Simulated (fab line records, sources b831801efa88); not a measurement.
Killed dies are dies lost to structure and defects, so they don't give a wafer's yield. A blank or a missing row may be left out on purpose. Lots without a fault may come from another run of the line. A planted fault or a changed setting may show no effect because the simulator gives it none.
Which tool did it? | flow sky130 | 6 lots, 18 wafers sampled, at 3 steps of a route of 708

WHAT THE GAUGES READ, wafer by wafer
SKY_VIA2_OVL_MEAS_13.
lot  | measured     | on         | VIA2_OVL (nm)
L214 | day 37 02:59 | overlay-02 | -1 1 3
L217 | day 37 18:10 | overlay-01 | 2 -1 -1
L220 | day 39 00:58 | overlay-01 | 10 1 7
L224 | day 39 19:42 | overlay-02 | 49 44 49
L225 | day 40 03:49 | overlay-01 | 58 56 62
L234 | day 42 13:00 | overlay-01 | -1 -5 -6

WHICH TOOL RAN EACH LOT (tool, then ch and the chambers of the sampled wafers, then the start)
lot  | SKY_METAL1_SPUTTER_04        | SKY_VIA2_EXPOSE_09
L214 | pvd_sputter-04, day 32 13:53 | krf_scanner-01 ch 0, day 36 15:09
L217 | pvd_sputter-04, day 33 05:08 | krf_scanner-02 ch 0, day 37 05:12
L220 | pvd_sputter-03, day 34 14:43 | krf_scanner-02 ch 0, day 38 12:40
L224 | pvd_sputter-03, day 35 11:08 | krf_scanner-01 ch 0, day 39 06:59
L225 | pvd_sputter-03, day 35 18:37 | krf_scanner-01 ch 0, day 39 15:32
L234 | pvd_sputter-03, day 38 07:54 | krf_scanner-02 ch 0, day 42 01:33
- SKY_METAL1_SPUTTER_04: material TiN, target thk 70 nm, time 58.3 s.
- SKY_VIA2_EXPOSE_09: exposes mask VIM2, target cd 200 nm.

THE ANSWER, worked out from the rows above alone
Rule: what is usual is taken from the lots themselves. Put in order of their means at a reading, lots are off if they are a third of the lots or fewer, leave a main group of 4 or more, and stand apart from it by a gap of 3 or more times the standard deviation of the main group's means; of several such gaps the widest counts. A main group whose means are all the same, to the digits that the tables above print for the reading, isn't used. A lot without any number at a reading at which 4 lots or more have one is off too. The other lots that the step has rows for count as sound.
Off: L224, L225, at SKY_VIA2_OVL_MEAS_13 (VIA2_OVL). The main group: mean 1 nm, standard deviation 3.6.
A tool fits if, at a process step before that reading, it ran every lot that is off, and no sound lot after the first of them. The gauges at SKY_VIA2_OVL_MEAS_13 are tried like those tools. One fits: krf_scanner-01 at SKY_VIA2_EXPOSE_09. Its last sound lot is L214 (day 36 15:09), its first lot that is off L224 (day 39 06:59): a fault that began between those two fits.

WHAT THE SIMULATOR HAD PUT IN
Scanner matching overlay: krf_scanner-01, from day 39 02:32 on, at SKY_VIA2_EXPOSE_09. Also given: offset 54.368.
Lots struck among those shown: L224, L225. The rule above found the same.
